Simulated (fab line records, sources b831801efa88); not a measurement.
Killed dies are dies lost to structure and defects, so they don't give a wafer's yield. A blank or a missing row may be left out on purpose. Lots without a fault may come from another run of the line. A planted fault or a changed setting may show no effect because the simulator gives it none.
One fault seen from 2 desks | flow sky130 | each desk has only its own numbers; what lay behind them comes last

THE TOOL OWNER'S DESK: litho_track-02
The tool's own readings at SKY_METAL1_DEVELOP_14 (develop time 60 s): means of the sampled wafers that have a number, for each lot that ran on this tool. A lot is out of limits, marked OUT, if its mean lies more than 4 standard deviations from the usual mean; the brackets give that distance.
Columns: A = chill_plate_temp_C at SKY_METAL1_DEVELOP_14, usual 22.98 C
lot  | first seen here | A
L701 | day 33 11:00    | 22.86
L705 | day 34 13:00    | 22.99
L706 | day 34 20:00    | 22.95
L707 | day 35 03:00    | 22.96
L712 | day 37 01:00    | 23.09
This desk's finding: nothing out of limits on any of the 5 lots.

THE METROLOGY DESK
What the gauges read, lot by lot, whatever tool the lot ran on: means of the sampled wafers that have a number. A lot is out of limits, marked OUT, if its mean lies more than 4 standard deviations from the usual mean; the brackets give that distance.
Columns: A = CONTACT_OVL at SKY_CONTACT_OVL_MEAS_15, usual 3 nm
lot  | first seen here | A
L701 | day 32 06:54    | 1
L702 | day 32 16:48    | 3
L703 | day 32 18:12    | 7
L705 | day 33 10:21    | -3
L706 | day 33 17:19    | 8
L707 | day 33 23:21    | 4
L708 | day 34 09:35    | 12
L709 | day 34 18:50    | -4
L710 | day 35 02:17    | 6
L712 | day 35 22:06    | 1
L719 | day 38 04:43    | 3
L720 | day 38 05:39    | 3
L721 | day 38 05:59    | 4
L722 | day 38 14:03    | 2
This desk's finding: nothing out of limits on any of the 14 lots.

PUT TOGETHER
The tool owner's desk saw nothing out of limits.
The metrology desk saw nothing out of limits.

WHAT THE SIMULATOR HAD PUT IN
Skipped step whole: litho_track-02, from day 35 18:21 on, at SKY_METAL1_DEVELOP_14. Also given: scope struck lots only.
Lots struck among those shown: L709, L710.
